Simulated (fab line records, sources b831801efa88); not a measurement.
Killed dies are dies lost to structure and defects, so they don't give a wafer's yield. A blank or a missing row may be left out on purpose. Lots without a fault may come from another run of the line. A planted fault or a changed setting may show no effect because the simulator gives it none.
A struck lot beside a sound one | flow sky130 | 14 steps out of a route of 708
Sound: wafers L181.1, L181.5, L181.6. Struck: wafers L177.3, L177.4, L177.5. The cause comes at the end.
At each step with rows: each side's tool, then ch and its chambers, then its first start. Under that, the readings that differ: sound wafers | struck wafers | difference of the means | sigmas: that difference in standard deviations of wafers without a fault.
alike: readings whose means differ by less than 2 such deviations, and words and numbers that are the same on both sides. not compared: withheld readings, readings that some wafer has no value for, bounds like >300 that may hide the same value, and numbers for which the record gives no deviation and whose values overlap.
The two part at a step that has a row with sigmas, a row that says differs or no value, or rows on one side only. Numbers that don't overlap but have no deviation are shown without sigmas and don't part them. A reading that every wafer of one side lacks parts them only if that side has two wafers or more.

first, 3 steps without rows for these wafers: SKY_METAL2_CLEAN_22 (cleans in IPA, time 180 s); SKY_METAL2_CLEAN_23 (cleans in O3/DIW); SKY_VIA2_HDPCVD_00 (deposits SiO2, target thk 1180 nm, time 196.7 s).
SKY_VIA2_THK_MEAS_01:
  sound on film_metro-03, day 41 03:30; struck on film_metro-04, day 40 15:28
  alike: VIA2_HDPCVD_THK
SKY_VIA2_CMP_02: polishes SiO2.
  sound on cmp-01 ch 1,2,3, day 41 03:43; struck on cmp-02 ch 0,1,2, day 40 15:58
  alike: motor_current_A, retaining_ring_pressure_frac, slurry_flow_ml_min
SKY_VIA2_BOW_MEAS_03:
  sound on film_metro-01, day 41 03:52; struck on film_metro-04, day 40 16:18
  alike: VIA2_BOW
then, 6 steps without rows for these wafers: SKY_VIA2_DEHYDRATE_04 (time 60 s); SKY_VIA2_HMDS_05 (prime time 60 s); SKY_VIA2_COAT_06 (resist thk 60 nm); SKY_VIA2_COAT_07 (resist thk 444.8 nm); SKY_VIA2_SOFTBAKE_08 (time 90 s); SKY_VIA2_EXPOSE_09 (exposes mask VIM2, target cd 200 nm).
SKY_VIA2_PEB_10:
  sound on litho_track-03 ch 0, day 42 02:00; struck on litho_track-02, day 41 15:00
  reading         | sound          | struck | difference                    | sigmas
  exhaust_pa (Pa) | 45.7 44.4 44.9 | - - -  | no value on the struck wafers |
  not compared: chill_plate_temp_C
then, 1 step without rows for these wafers: SKY_VIA2_DEVELOP_11 (develop time 60 s).

WHERE THEY PART
Only at SKY_VIA2_PEB_10, within this record.

WHY: what the simulator had put in
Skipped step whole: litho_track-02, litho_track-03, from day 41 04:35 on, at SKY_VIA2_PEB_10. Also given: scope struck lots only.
